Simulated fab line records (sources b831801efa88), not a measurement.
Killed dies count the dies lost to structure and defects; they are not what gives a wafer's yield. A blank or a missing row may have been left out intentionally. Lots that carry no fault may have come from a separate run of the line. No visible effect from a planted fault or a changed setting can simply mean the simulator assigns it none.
Problem report in the 8D (eight disciplines) form, filled by code    flow sky130    the parts of the form that need people (team, actions taken, sign-off) are left out

== 1. WHAT IS WRONG ==
Mean of cdNm at SKY_FIELD_ISO_CD_MEAS_13: 102.3 nm across 6 wafers in 2 lots; on wafers with no fault it is 149.7 nm (standard deviation 1.3). Relative to the usual mean, that is a shift of -36 standard deviations.
The step: target cd 150 nm.
The first sign was on wafer L718.2 at day 4 12:58, on cdSem-01. The record holds 42 wafers of 14 lots with a number at this step. Rule for "out", or "out of limits": more than 4 standard deviations from the usual mean. The rest of the wafers with a number are treated as sound.

== 2. WHAT IT IS, AND WHAT IT ISN'T ==
question                     is                      is not
which readings at this step  cdNm                    -
which lots                   L718, L720              L707, L708, L709, L710, L711, L714, L715, L722, L724, L727, L728, L729
which wafers of those lots   all that have a number  -
read on which gauges         cdSem-01                cdSem-02
when                         from day 4 12:58        up to then (21 sound wafers); but 15 sound wafers of L722, L724, L727, L728, L729 came after

== 3. SUSPECTS, AND WHAT RULES EACH OUT ==
Counting: any tool at a process step up to the reading is kept as a suspect provided that every lot that is out went through it and no sound lot did after the first of them.
- the gauge at SKY_FIELD_ISO_CD_MEAS_13 is ruled out. All the wafers that are out were read on cdSem-01, but those of them that SKY_FIELD_ISO_EXPOSE_10 has rows for are out there too, on other tools.
- krfScanner-02 at SKY_FIELD_ISO_EXPOSE_10 (exposes mask FOM, target cd 150 nm): kept. It processed each lot that is out, first L718 at day 4 05:20, and no sound lot thereafter; up to then, the last sound lot it processed was L715 at day 3 16:10. On those wafers its own readings are out: exposureDoseMJCm2.
The count leaves krfScanner-02 at SKY_FIELD_ISO_EXPOSE_10.

== 4. THE CAUSE (what the simulator had put in) ==
Drift in process parameters on krfScanner-02 at SKY_FIELD_ISO_EXPOSE_10, starting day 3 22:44. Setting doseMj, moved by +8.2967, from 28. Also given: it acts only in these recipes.
After counting, this tool was the only one left.

== 5. THE CHAIN OF EFFECTS, in route order ==
Each row: a reading whose mean over the struck wafers that have a number lies more than 3 standard deviations from the usual. Readings are gone through only where the record gives a usual standard deviation; hours: the median, over the lots, of the time from a lot's start at the first step in this table giving one to that lot's start at this step; sigmas: the change measured in usual standard deviations.
hours  step                      reading            usual     on struck wafers  change  sigmas
0      SKY_FIELD_ISO_EXPOSE_10   exposureDoseMJCm2  27.993    35.423            +7.430  +99 or more
8      SKY_FIELD_ISO_CD_MEAS_13  cdNm               149.7 nm  102.3             -47.4   -36
1062   SKY_PAD_OPEN_PROBE_99     killedAtFrontEnd   16        413               +397    +95
1062   SKY_PAD_OPEN_PROBE_99     killedDies         86        492               +406    +48
1062   SKY_PAD_OPEN_PROBE_99     killedOnRim        17        96                +79     +20
The process steps in it:
- SKY_FIELD_ISO_EXPOSE_10: exposes mask FOM, target cd 150 nm.
- SKY_PAD_OPEN_PROBE_99

== 6. HOW IT WOULD HAVE BEEN CAUGHT EARLIER ==
In this record the first reading out of limits at a measuring or inspecting step was taken at day 4 12:58, 14 hours after the fault began at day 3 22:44.
At SKY_FIELD_ISO_EXPOSE_10, the tool's own readings (exposureDoseMJCm2) were out on each struck wafer the step has a row for, so an alarm limit on them would have fired on the first such wafer.
Lots out: 2; of these, L720 started SKY_FIELD_ISO_EXPOSE_10 on krfScanner-02 after day 4 12:58. A hold on the tool at that time would have spared it.
